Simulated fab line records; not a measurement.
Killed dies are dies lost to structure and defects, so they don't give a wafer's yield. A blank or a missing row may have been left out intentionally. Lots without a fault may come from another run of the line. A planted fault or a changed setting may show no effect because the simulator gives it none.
A lot that was struck, set against a sound lot	flow sky130	16 out of 708 route steps
Sound: wafers L503.2, L503.4, L503.5. Wafers struck: L517.1, L517.2, L517.4. The cause is given at the end.
For every step that has rows: the tool of each side, followed by ch and its chambers, followed by its first start. Under that, the readings that differ: sound wafers	struck wafers	difference of the means	sigmas: that difference in standard deviations of wafers without a fault.
alike: readings whose means differ by less than 2 such deviations, and words and numbers that are the same on both sides. not compared: withheld readings, readings that some wafer has no value for, bounds like >300 that may hide the same value, and numbers for which the record gives no deviation and whose values overlap.
Wherever a step has rows on one side only, a row that says differs or no value, or a row with sigmas, the two part there. Numbers that have no deviation but don't overlap get no sigmas and don't part them. A reading missing from all wafers of one side parts the sides only when that side holds two or more wafers.

SKY_VIA2_CMP_02: polishes SiO2.
  sound on cmp-01 ch 0,1,2, day 35 08:35; struck on cmp-01 ch 0,2,3, day 40 00:04
  alike: motorCurrentA, retainingRingPressureFrac
SKY_VIA2_BOW_MEAS_03:
  struck on filmMetro-02, day 40 00:19; sound on filmMetro-04, day 35 08:48
  alike: VIA2_BOW
then, 8 steps without rows for these wafers: SKY_VIA2_DEHYDRATE_04 (time 60 s); SKY_VIA2_HMDS_05 (prime time 60 s); SKY_VIA2_COAT_06 (resist thk 60 nm); SKY_VIA2_COAT_07 (resist thk 450 nm); SKY_VIA2_SOFTBAKE_08 (time 90 s); SKY_VIA2_EXPOSE_09 (exposes mask VIM2, target cd 200 nm); SKY_VIA2_PEB_10; SKY_VIA2_DEVELOP_11 (develop time 62.84 s).
SKY_VIA2_CD_MEAS_12: the cd target is 200 nm.
  struck on cdSem-02, day 41 00:07; sound on cdSem-01, day 36 10:44
  alike: cdNm
SKY_VIA2_OVL_MEAS_13:
  struck on overlay-02, day 41 00:14; sound on overlay-02, day 36 10:51
  alike: VIA2_OVL
SKY_VIA2_ETCH_14: etches BARC in N2/H2, stops on SiO2, time 45.9 s, target depth 60 nm.
  sound on rieDiel-02 ch 1,2, day 36 10:53; struck on rieDiel-03 ch 1,2,3, day 41 00:17
reading	sound	struck	difference	sigmas
oesProductAu (a.u.)	0.851 0.850 0.856	0.768 0.767 0.761	-0.087	-19
runLengthS (s)	74.5 74.5 74.5	85.7 85.1 85.9	+11.1	+31
model.KrF-thick_of_VIA2_COAT_07.thkNm (nm)	393 393.4 393.1	380.7 378.7 378.5	-13.9	
model.VIA2.cdNm (nm)	201.5 199.4 200.7	202.4 202.4 202.1	+1.8	
  alike: drypumpMotorCurrentA, throttleValvePct
  not compared: rfHoursCounterH
SKY_VIA2_ETCH_15: etches SiO2 in C4F8/O2/Ar, stops on TiN, target depth 546 nm, time 84 s.
  sound on rieDiel-02 ch 1,2, day 36 10:55; struck on rieDiel-03 ch 1,2,3, day 41 00:19
reading	sound	struck	difference	sigmas
model.KrF-thick_of_VIA2_COAT_07.thkNm (nm)	281.5 280.5 281.2	272.3 269 267.4	-11.5	
  alike: oesProductAu, runLengthS
  not compared: rfHoursCounterH
SKY_VIA2_STRIP_16: strips in O2/N2.
  sound on plasmaAsher-04 ch 1, day 36 10:59; struck on plasmaAsher-02 ch 0,1, day 41 00:23
reading	sound	struck	difference	sigmas
oesProductAu (a.u.)	0.409 0.396 0.407	0.393 0.387 0.396	-0.012	-3
stripTimeToEndpointS (s)	4.015 4.023 4.044	3.924 3.893 3.873	-0.131	-5
  alike: drypumpMotorCurrentA
  not compared: rfHoursCounterH
then, 1 step without rows for these wafers: SKY_VIA2_STRIP_17 (strips in post etch residue remover, time 1200 s).

WHERE THEY PART
Last at SKY_VIA2_STRIP_16 as far as this record goes, first at SKY_VIA2_ETCH_14.

WHY: what had been put in by the simulator
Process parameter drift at SKY_VIA2_ETCH_14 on rieDiel-03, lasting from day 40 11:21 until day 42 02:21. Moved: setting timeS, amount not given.
